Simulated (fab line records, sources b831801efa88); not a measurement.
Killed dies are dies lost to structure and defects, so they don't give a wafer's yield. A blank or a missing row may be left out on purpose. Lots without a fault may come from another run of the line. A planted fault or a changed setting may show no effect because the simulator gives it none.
A struck lot beside a sound one | flow sky130 | 15 steps out of a route of 708
Sound: wafers L895.1, L895.2, L895.4. Struck: wafers L886.2, L886.3, L886.6. The cause comes at the end.
At each step with rows: each side's tool, then ch and its chambers, then its first start. Under that, the readings that differ: sound wafers | struck wafers | difference of the means | sigmas: that difference in standard deviations of wafers without a fault.
alike: readings whose means differ by less than 2 such deviations, and words and numbers that are the same on both sides. not compared: withheld readings, readings that some wafer has no value for, bounds like >300 that may hide the same value, and numbers for which the record gives no deviation and whose values overlap.
The two part at a step that has a row with sigmas, a row that says differs or no value, or rows on one side only. Numbers that don't overlap but have no deviation are shown without sigmas and don't part them. A reading that every wafer of one side lacks parts them only if that side has two wafers or more.

SKY_NWELL_OVL_MEAS_10:
  sound on overlay-02, day 9 15:58; struck on overlay-01, day 7 15:29
  alike: NWELL_00_OVL
then, 3 steps without rows for these wafers: SKY_NWELL_IMPLANT_11; SKY_NWELL_IMPLANT_12; SKY_NWELL_IMPLANT_13.
SKY_NWELL_STRIP_14: strips in O2/N2.
  sound on plasma_asher-02 ch 0,1, day 9 16:28; struck on plasma_asher-03 ch 0, day 7 15:58
  alike: drypump_motor_current_A, oes_product_au, strip_time_to_endpoint_s
  not compared: rf_hours_counter_h
SKY_NWELL_TW_MEAS_15:
  sound on film_metro-01, day 9 16:34; struck on film_metro-04, day 7 16:04
  alike: NWELL_TW
then, 6 steps without rows for these wafers: SKY_NWELL_DEHYDRATE_16 (time 60 s); SKY_NWELL_HMDS_17 (prime time 60 s); SKY_NWELL_COAT_18 (resist thk 3000 nm); SKY_NWELL_SOFTBAKE_19; SKY_NWELL_EXPOSE_20 (exposes mask NWM COMPLEMENT, target cd 840 nm); SKY_NWELL_PEB_21.
SKY_NWELL_DEVELOP_22: develop time 60 s.
  sound on litho_track-01 ch 0, day 10 14:00; struck on litho_track-01 ch 0, day 8 12:00
  reading              | sound             | struck            | difference | sigmas
  developer_temp_C (C) | 22.84 22.88 22.94 | 25.49 25.26 25.35 | +2.48      | +23
SKY_NWELL_OVL_MEAS_23:
  sound on overlay-02, day 10 14:52; struck on overlay-02, day 8 12:35
  alike: NWELL_01_OVL
-- the record jumps here: 41 days lie between the struck wafers' starts before and after (it left off in module NWELL and takes up again in module PAD_OPEN, whose first step shown is number 708 of the route) --
SKY_PAD_OPEN_PROBE_99:
  sound on prober-01, day 50 18:08; struck on prober-01, day 49 04:56
  alike: killed_at_M0_to_M3, killed_at_M4_up, killed_at_contacts, killed_at_front_end, killed_at_other, killed_dies, killed_open, killed_short

WHERE THEY PART
Only at SKY_NWELL_DEVELOP_22, within this record. Later steps at which nothing parts them and some readings are alike: SKY_NWELL_OVL_MEAS_23, SKY_PAD_OPEN_PROBE_99.

WHY: what the simulator had put in
Process parameter drift: litho_track-01, from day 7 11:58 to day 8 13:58, at SKY_NWELL_DEVELOP_22. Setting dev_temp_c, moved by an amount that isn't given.
